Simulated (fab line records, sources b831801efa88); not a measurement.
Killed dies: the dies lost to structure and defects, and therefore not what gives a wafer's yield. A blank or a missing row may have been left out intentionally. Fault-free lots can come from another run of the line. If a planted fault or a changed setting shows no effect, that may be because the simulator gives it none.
fab line records    flow sfqLine
record lots=14  wafers=42  lastDay=78
route steps=325 shown JJ@179 A5B@209 R5@213
lots untouched by any fault: they come from a run of this same line in which no faults occurred
startH: start of the lot's first displayed wafer, in hours after the record's first day    waitH: how many hours have passed since the lot's step before this one    " the same as in the row above    L1.1+2: one row covering several wafers at once    - no value, or no start given    * or withheld: withheld    < > ~ a bound
route shown NAME@n: NAME is a module with steps in the file, n the number in the route of the first one    usual: average and standard deviation across the fault-free wafers    same: alike in all rows    chamber/n: place in a boat    sites: each site's reading    _std_site: the standard deviation of these    _edge_site: the outer-site mean with the inner-site mean subtracted    radiusMm: for every site, how far away it sits from the centre of the wafer    mask NAME#n: copy n    behind: the tool/chamber that last shaped the wafer    hold: reason for holding the lot/hours on hold/outcome of the hold    device: the n, p or np transistor that did not switch    end of line: the tests these same wafers got at the end of their route    a step without rows: its recipe alone    killed: dies lost to structure and defects at the first sort, not the wafer's yield    map: the dies of a wafer, with x for killed, . for not killed, _ for no die there
set.NAME: the run value of the setting; set.NAME@STEP: its run value at that earlier step    model.NAME: the simulator's own value behind a step, which no gauge read
one table for each step of the route and one row for each wafer, over a sample of lots
services: a tool's chamber out of use, with start hour (startH, from the record's first day; less than 0 if before it), hours out, and reason
## steps
# step SFQ_TRILAYER_JJ_TRILAYER_DEP_SPUTTER_109
# recipe material=Nb  basePressurePa=1.33e-06  chamberPressurePa=0.1333  substrateTempC=20  targetThkNm=150  powerW=2000  timeS=100
# usual chamberPressurePa=0.13334/0.00026  throttleValvePct=29.8/0.61
lot.wafer  tool           chamber  startH   waitH  chamberPressurePa  throttleValvePct
L603.2     pvdSputter-06  -        948.32   0.0    0.1333             28.6
L603.3     "              -        "        "      0.1331             29.5
L603.6     "              -        "        "      0.13407            30.0
L604.2     pvdSputter-05  -        956.75   0.0    0.13333            29.7
L604.3     "              -        "        "      0.13342            30.2
L604.6     "              -        "        "      0.13338            29.7
L605.1     pvdSputter-05  -        968.72   0.0    0.13328            29.5
L605.2     "              -        "        "      0.13331            30.3
L605.3     "              -        "        "      0.13327            29.8
L606.3     pvdSputter-05  -        993.92   0.0    0.13335            30.5
L606.5     "              -        "        "      0.13301            30.2
L606.6     "              -        "        "      0.13371            29.8
L607.1     pvdSputter-05  -        1002.12  0.0    0.13335            29.8
L607.3     "              -        "        "      0.13326            30.0
L607.6     "              -        "        "      0.13304            30.1
L608.1     pvdSputter-03  -        1010.12  0.0    0.13321            29.6
L608.4     "              -        "        "      0.13356            29.8
L608.5     "              -        "        "      0.13358            29.7
L609.3     pvdSputter-06  -        1025.22  0.0    0.13316            28.3
L609.5     "              -        "        "      0.13306            29.2
L609.6     "              -        "        "      0.13368            29.5
L610.2     pvdSputter-03  -        1030.03  0.0    0.13303            29.5
L610.3     "              -        "        "      0.13354            29.8
L610.4     "              -        "        "      0.13327            30.7
L611.1     pvdSputter-03  -        1038.42  0.0    0.1333             30.8
L611.2     "              -        "        "      0.13348            29.6
L611.6     "              -        "        "      0.13347            29.7
L613.1     pvdSputter-05  -        1050.45  0.0    0.13333            30.5
L613.3     "              -        "        "      0.13299            29.7
L613.5     "              -        "        "      0.1329             29.8
L621.2     pvdSputter-06  -        1120.56  0.0    0.13328            29.4
L621.4     "              -        "        "      0.13318            29.9
L621.6     "              -        "        "      0.13299            29.5
L623.1     pvdSputter-03  -        1131.37  0.0    0.13344            29.9
L623.4     "              -        "        "      0.13326            29.6
L623.5     "              -        "        "      0.13354            29.5
L624.3     pvdSputter-05  -        1132.56  0.0    0.13338            30.5
L624.4     "              -        "        "      0.13351            29.7
L624.6     "              -        "        "      0.13346            30.4
L625.3     pvdSputter-06  -        1140.96  0.0    0.13338            28.1
L625.4     "              -        "        "      0.13343            29.8
L625.6     "              -        "        "      0.13349            29.7
# step SFQ_TRILAYER_A5B_DEP_PECVD_129
# recipe material=SiO2  tempC=150  timeS=133.33  pressureTorr=2.4  rfW=183.3  precursor=SiH4/N2O  targetThkNm=600
# usual heaterPowerW=81/10  throttleValvePct=25.1/1.6
lot.wafer  tool      chamber  startH   waitH  heaterPowerW  throttleValvePct
L603.2     pecvd-04  0        1069.32  0.0    87            25.5
L603.3     "         2        "        "      101           24.3
L603.6     "         0        "        "      90            25.5
L604.2     pecvd-03  2        1077.89  0.0    61            26.2
L604.3     "         0        "        "      77            22.8
L604.6     "         1        "        "      83            24.5
L605.1     pecvd-03  2        1086.12  0.0    68            26.1
L605.2     "         1        "        "      92            24.4
L605.3     "         0        "        "      75            22.4
L606.3     pecvd-04  2        1113.72  0.0    99            24.9
L606.5     "         0        "        "      89            25.5
L606.6     "         2        "        "      83            24.7
L607.1     pecvd-01  1        1123.32  0.0    99            24.4
L607.3     "         2        "        "      82            26.5
L607.6     "         1        "        "      83            24.2
L608.1     pecvd-04  1        1137.72  0.0    70            23.1
L608.4     "         2        "        "      97            24.9
L608.5     "         1        "        "      73            22.8
L609.3     pecvd-01  0        1146.12  0.0    76            28.4
L609.5     "         2        "        "      82            26.1
L609.6     "         0        "        "      63            28.2
L610.2     pecvd-04  0        1153.32  0.0    80            25.6
L610.3     "         1        "        "      78            23.2
L610.4     "         0        "        "      86            25.5
L611.1     pecvd-01  1        1165.32  0.0    100           24.5
L611.2     "         2        "        "      69            26.4
L611.6     "         2        "        "      73            26.2
L613.1     pecvd-03  0        1178.53  0.0    82            22.4
L613.3     "         2        "        "      71            26.2
L613.5     "         1        "        "      86            24.7
L621.2     pecvd-03  0        1235.06  0.0    80            22.6
L621.4     "         1        "        "      93            24.7
L621.6     "         2        "        "      67            26.3
L623.1     pecvd-04  2        1243.64  0.0    96            25.4
L623.4     "         0        "        "      91            25.6
L623.5     "         2        "        "      99            25.1
L624.3     pecvd-01  0        1246.04  0.0    74            28.3
L624.4     "         1        "        "      90            24.6
L624.6     "         0        "        "      74            28.1
L625.3     pecvd-01  1        1253.24  0.0    96            24.6
L625.4     "         0        "        "      61            28.3
L625.6     "         1        "        "      100           24.3
# step SFQ_TRILAYER_R5_DEP_SPUTTER_133
# recipe material=MoNx  basePressurePa=1.33e-06  targetThkNm=40  powerW=1000  timeS=66.7  chamberPressurePa=0.4
# usual chamberPressurePa=0.4001/0.00078  throttleValvePct=30.2/0.71
lot.wafer  tool           chamber  startH   waitH  chamberPressurePa  throttleValvePct
L603.2     pvdSputter-03  -        1140.73  0.0    0.4006             31.1
L603.3     "              -        "        "      0.4001             30.0
L603.6     "              -        "        "      0.3997             29.9
L604.2     pvdSputter-04  -        1149.73  0.0    0.4003             30.3
L604.3     "              -        "        "      0.3993             29.9
L604.6     "              -        "        "      0.4000             30.0
L605.1     pvdSputter-03  -        1158.85  0.0    0.3998             29.7
L605.2     "              -        "        "      0.3994             30.9
L605.3     "              -        "        "      0.4000             30.8
L606.3     pvdSputter-03  -        1182.96  0.0    0.3987             31.0
L606.5     "              -        "        "      0.4012             30.8
L606.6     "              -        "        "      0.4001             31.2
L607.1     pvdSputter-03  -        1194.96  0.0    0.4010             29.4
L607.3     "              -        "        "      0.3998             29.7
L607.6     "              -        "        "      0.4001             29.7
L608.1     pvdSputter-05  -        1205.60  0.0    0.4008             29.7
L608.4     "              -        "        "      0.3991             30.6
L608.5     "              -        "        "      0.4002             29.5
L609.3     pvdSputter-03  -        1215.96  0.0    0.4000             29.8
L609.5     "              -        "        "      0.4004             29.5
L609.6     "              -        "        "      0.4009             30.8
L610.2     pvdSputter-03  -        1221.96  0.0    0.3998             29.8
L610.3     "              -        "        "      0.3990             31.2
L610.4     "              -        "        "      0.3992             29.7
L611.1     pvdSputter-03  -        1232.60  0.0    0.4006             31.3
L611.2     "              -        "        "      0.3998             30.9
L611.6     "              -        "        "      0.3996             29.7
L613.1     pvdSputter-03  -        1242.67  0.0    0.3990             30.9
L613.3     "              -        "        "      0.3998             29.9
L613.5     "              -        "        "      0.4009             29.8
L621.2     pvdSputter-04  -        1293.78  0.0    0.3998             30.4
L621.4     "              -        "        "      0.3995             28.5
L621.6     "              -        "        "      0.4001             28.7
L623.1     pvdSputter-04  -        1299.78  0.0    0.3990             29.6
L623.4     "              -        "        "      0.3991             30.1
L623.5     "              -        "        "      0.4008             28.5
L624.3     pvdSputter-03  -        1302.78  0.0    0.4006             30.8
L624.4     "              -        "        "      0.4003             31.0
L624.6     "              -        "        "      0.4007             31.1
L625.3     pvdSputter-03  -        1308.87  0.0    0.3997             31.1
L625.4     "              -        "        "      0.3999             31.2
L625.6     "              -        "        "      0.3996             30.8
# step SFQ_R5_RS_MEAS_933
# recipe thkMeasGauge=four-point-probe  reads=Ti_of_TRILAYER_R5_DEP_SPUTTER_134+MoNx_of_TRILAYER_R5_DEP_SPUTTER_133+Ti_of_TRILAYER_R5_DEP_SPUTTER_132
# usual R5_MONX_RS=7.05/0.12
lot.wafer  tool          chamber  startH   waitH  R5_MONX_RS[ohm/sq]
L603.2     filmMetro-02  -        1140.82  0.0    6.80
L603.3     "             -        "        "      7.11
L603.6     "             -        "        "      7.08
L604.2     filmMetro-01  -        1149.82  0.0    7.13
L604.3     "             -        "        "      7.14
L604.6     "             -        "        "      7.12
L605.1     filmMetro-03  -        1158.93  0.0    7.23
L605.2     "             -        "        "      6.97
L605.3     "             -        "        "      7.00
L606.3     filmMetro-01  -        1183.07  0.0    6.99
L606.5     "             -        "        "      7.00
L606.6     "             -        "        "      7.05
L607.1     filmMetro-02  -        1195.03  0.0    7.08
L607.3     "             -        "        "      7.20
L607.6     "             -        "        "      7.07
L608.1     filmMetro-01  -        1205.68  0.0    6.95
L608.4     "             -        "        "      6.97
L608.5     "             -        "        "      6.98
L609.3     filmMetro-03  -        1216.07  0.0    7.20
L609.5     "             -        "        "      7.07
L609.6     "             -        "        "      7.00
L610.2     filmMetro-03  -        1222.05  0.0    7.25
L610.3     "             -        "        "      7.04
L610.4     "             -        "        "      7.15
L611.1     filmMetro-01  -        1232.68  0.0    6.95
L611.2     "             -        "        "      6.92
L611.6     "             -        "        "      7.01
L613.1     filmMetro-03  -        1242.74  0.0    7.08
L613.3     "             -        "        "      7.33
L613.5     "             -        "        "      7.31
L621.2     filmMetro-02  -        1293.87  0.0    7.10
L621.4     "             -        "        "      8.89
L621.6     "             -        "        "      7.11
L623.1     filmMetro-02  -        1299.85  0.0    8.83
L623.4     "             -        "        "      8.86
L623.5     "             -        "        "      7.11
L624.3     filmMetro-02  -        1302.89  0.0    6.97
L624.4     "             -        "        "      6.91
L624.6     "             -        "        "      6.95
L625.3     filmMetro-01  -        1308.99  0.0    6.99
L625.4     "             -        "        "      6.96
L625.6     "             -        "        "      6.99
# step SFQ_R5_THK_MEAS_934
# recipe thkMeasGauge=xrf  reads=MoNx_of_TRILAYER_R5_DEP_SPUTTER_133
# usual R5_MONX_THK=39.2/0.69
lot.wafer  tool          chamber  startH   waitH  R5_MONX_THK[nm]
L603.2     filmMetro-02  -        1140.93  0.1    40.7
L603.3     "             -        "        "      38.7
L603.6     "             -        "        "      38.9
L604.2     filmMetro-01  -        1149.93  0.1    38.4
L604.3     "             -        "        "      38.8
L604.6     "             -        "        "      38.4
L605.1     filmMetro-03  -        1159.05  0.1    38.5
L605.2     "             -        "        "      40.4
L605.3     "             -        "        "      40.1
L606.3     filmMetro-01  -        1183.17  0.1    39.3
L606.5     "             -        "        "      39.1
L606.6     "             -        "        "      39.2
L607.1     filmMetro-02  -        1195.15  0.1    39.0
L607.3     "             -        "        "      38.4
L607.6     "             -        "        "      39.2
L608.1     filmMetro-01  -        1205.80  0.1    39.0
L608.4     "             -        "        "      39.1
L608.5     "             -        "        "      39.0
L609.3     filmMetro-03  -        1216.17  0.1    38.2
L609.5     "             -        "        "      39.2
L609.6     "             -        "        "      39.4
L610.2     filmMetro-03  -        1222.16  0.1    38.0
L610.3     "             -        "        "      39.4
L610.4     "             -        "        "      38.5
L611.1     filmMetro-01  -        1232.80  0.1    39.5
L611.2     "             -        "        "      39.7
L611.6     "             -        "        "      39.2
L613.1     filmMetro-03  -        1242.86  0.1    38.8
L613.3     "             -        "        "      37.7
L613.5     "             -        "        "      37.9
L621.2     filmMetro-02  -        1293.98  0.1    38.9
L621.4     "             -        "        "      30.7
L621.6     "             -        "        "      39.0
L623.1     filmMetro-02  -        1299.97  0.1    30.7
L623.4     "             -        "        "      30.9
L623.5     "             -        "        "      38.9
L624.3     filmMetro-02  -        1302.99  0.1    39.5
L624.4     "             -        "        "      39.9
L624.6     "             -        "        "      39.9
L625.3     filmMetro-01  -        1309.09  0.1    39.3
L625.4     "             -        "        "      39.2
L625.6     "             -        "        "      39.0
# step SFQ_R5_OVL_MEAS_935
# usual R5_OVL=2/4.7
lot.wafer  tool        chamber  startH   waitH  R5_OVL[nm]
L603.2     overlay-01  -        1191.57  0.1    0
L603.3     "           -        "        "      2
L603.6     "           -        "        "      -1
L604.2     overlay-01  -        1201.27  0.1    5
L604.3     "           -        "        "      -2
L604.6     "           -        "        "      10
L605.1     overlay-01  -        1208.47  0.1    11
L605.2     "           -        "        "      9
L605.3     "           -        "        "      4
L606.3     overlay-02  -        1233.48  0.1    -6
L606.5     "           -        "        "      -7
L606.6     "           -        "        "      1
L607.1     overlay-02  -        1241.87  0.1    -1
L607.3     "           -        "        "      4
L607.6     "           -        "        "      1
L608.1     overlay-01  -        1255.07  0.1    4
L608.4     "           -        "        "      3
L608.5     "           -        "        "      2
L609.3     overlay-01  -        1268.28  0.1    10
L609.5     "           -        "        "      -1
L609.6     "           -        "        "      1
L610.2     overlay-02  -        1276.30  0.1    5
L610.3     "           -        "        "      6
L610.4     "           -        "        "      5
L611.1     overlay-02  -        1287.02  0.1    7
L611.2     "           -        "        "      -1
L611.6     "           -        "        "      1
L613.1     overlay-02  -        1300.24  0.1    -2
L613.3     "           -        "        "      1
L613.5     "           -        "        "      4
L621.2     overlay-01  -        1352.57  0.1    7
L621.4     "           -        "        "      8
L621.6     "           -        "        "      1
L623.1     overlay-02  -        1359.77  0.1    -10
L623.4     "           -        "        "      -7
L623.5     "           -        "        "      -7
L624.3     overlay-02  -        1363.38  0.1    2
L624.4     "           -        "        "      8
L624.6     "           -        "        "      9
L625.3     overlay-01  -        1371.88  0.1    5
L625.4     "           -        "        "      3
L625.6     "           -        "        "      6
## services
tool           chamber  startH   hours  kind
pvdSputter-03  -        926.88   26.7   repair
pecvd-01       -        928.51   2.8    pm
pecvd-04       -        933.25   14.0   pm
pecvd-01       -        934.78   0.4    repair
pecvd-01       0        938.54   19.9   repair
pecvd-01       -        942.14   14.6   pm
pvdSputter-06  -        952.90   5.7    repair
pvdSputter-06  -        972.97   1.6    repair
pvdSputter-05  -        1006.07  26.3   repair
pecvd-04       0        1013.89  2.8    repair
pecvd-01       -        1019.69  0.8    repair
pecvd-04       -        1047.00  1.1    repair
pecvd-01       -        1052.96  0.6    repair
pvdSputter-06  -        1091.98  2.0    repair
pvdSputter-05  -        1108.72  1.8    repair
pvdSputter-06  -        1167.44  7.3    repair
pecvd-01       2        1169.71  2.5    repair
pvdSputter-05  -        1226.58  5.2    repair
pecvd-01       0        1260.81  4.6    repair
pvdSputter-05  -        1261.54  3.7    repair
pecvd-01       2        1285.41  7.5    repair
pvdSputter-05  -        1291.68  5.0    repair
pecvd-04       -        1300.22  1.8    repair
pecvd-04       2        1303.83  12.2   repair
## key
firstSign step=SFQ_R5_RS_MEAS_933  reading=R5_MONX_RS  direction=up  sigmas=15  usual=7.05  struck=8.86
effect step=SFQ_R5_THK_MEAS_934  reading=R5_MONX_THK  direction=down  sigmas=12  usual=39.2  struck=30.8
metAt SFQ_TRILAYER_R5_DEP_SPUTTER_133
struckLots L621,L623
struckWafers L621.4,L623.1,L623.4
notActingAt SFQ_TRILAYER_JJ_TRILAYER_DEP_SPUTTER_109,SFQ_TRILAYER_A5B_DEP_PECVD_129,SFQ_R5_OVL_MEAS_935
onsetBetween 1149.73 1293.78
fault kind=processParameterDrift  tool=pvdSputter-04  chamber=-  onsetH=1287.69  steps=SFQ_TRILAYER_R5_DEP_SPUTTER_133  channel=targetThkNm  offset=-8.764  shape=step  endH=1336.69  scope=struckWafersOnly  actsIn=theseRecipesOnly  stated=40
